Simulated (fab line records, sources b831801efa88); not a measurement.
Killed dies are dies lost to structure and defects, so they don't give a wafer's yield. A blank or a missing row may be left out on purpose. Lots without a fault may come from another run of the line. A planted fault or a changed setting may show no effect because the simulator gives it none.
Which tool did it? | flow sky130 | 6 lots, 18 wafers sampled, at 3 steps of a route of 708

WHAT THE GAUGES READ, wafer by wafer
SKY_NWELL_RS_MEAS_29: measures by four-point-probe.
lot  | measured     | on            | NWELL_RS (ohm/sq)
L880 | day 5 21:20  | film_metro-04 | 625.1 625.4 625.1
L888 | day 7 12:22  | film_metro-02 | 623.0 621.1 622.9
L890 | day 8 02:34  | film_metro-03 | 624.8 626.6 627.0
L892 | day 8 21:01  | film_metro-04 | 604.4 605.9 604.6
L894 | day 9 07:01  | film_metro-02 | 624.0 623.1 625.0
L901 | day 10 20:51 | film_metro-04 | 625.3 624.7 625.9

WHICH TOOL RAN EACH LOT (tool, then ch and the chambers of the sampled wafers, then the start)
lot  | SKY_NWELL_IMPLANT_12           | SKY_NWELL_STRIP_25
L880 | implanter-02 ch 0, day 5 03:11 | plasma_asher-03 ch 0,1, day 5 21:01
L888 | implanter-02 ch 0, day 6 16:41 | plasma_asher-02 ch 0,1, day 7 12:04
L890 | implanter-03 ch 0, day 7 05:38 | plasma_asher-02 ch 0,1, day 8 02:14
L892 | implanter-02 ch 0, day 7 23:38 | plasma_asher-03 ch 0,1, day 8 20:43
L894 | implanter-04 ch 0, day 8 09:33 | plasma_asher-02 ch 0,1, day 9 06:41
L901 | implanter-04 ch 0, day 9 21:31 | plasma_asher-02 ch 0,1, day 10 20:32
- SKY_NWELL_IMPLANT_12
- SKY_NWELL_STRIP_25: strips in O2/N2.

THE ANSWER, worked out from the rows above alone
Rule: what is usual is taken from the lots themselves. Put in order of their means at a reading, lots are off if they are a third of the lots or fewer, leave a main group of 4 or more, and stand apart from it by a gap of 3 or more times the standard deviation of the main group's means; of several such gaps the widest counts. A main group whose means are all the same, to the digits that the tables above print for the reading, isn't used. A lot without any number at a reading at which 4 lots or more have one is off too. The other lots that the step has rows for count as sound.
Off: L892, at SKY_NWELL_RS_MEAS_29 (NWELL_RS). The main group: mean 624.6 ohm/sq, standard deviation 1.3.
A tool fits if, at a process step before that reading, it ran every lot that is off, and no sound lot after the first of them. The gauges at SKY_NWELL_RS_MEAS_29 are tried like those tools. Can't be told from this: 2 tools fit, implanter-02 at SKY_NWELL_IMPLANT_12, plasma_asher-03 at SKY_NWELL_STRIP_25.

WHAT THE SIMULATOR HAD PUT IN
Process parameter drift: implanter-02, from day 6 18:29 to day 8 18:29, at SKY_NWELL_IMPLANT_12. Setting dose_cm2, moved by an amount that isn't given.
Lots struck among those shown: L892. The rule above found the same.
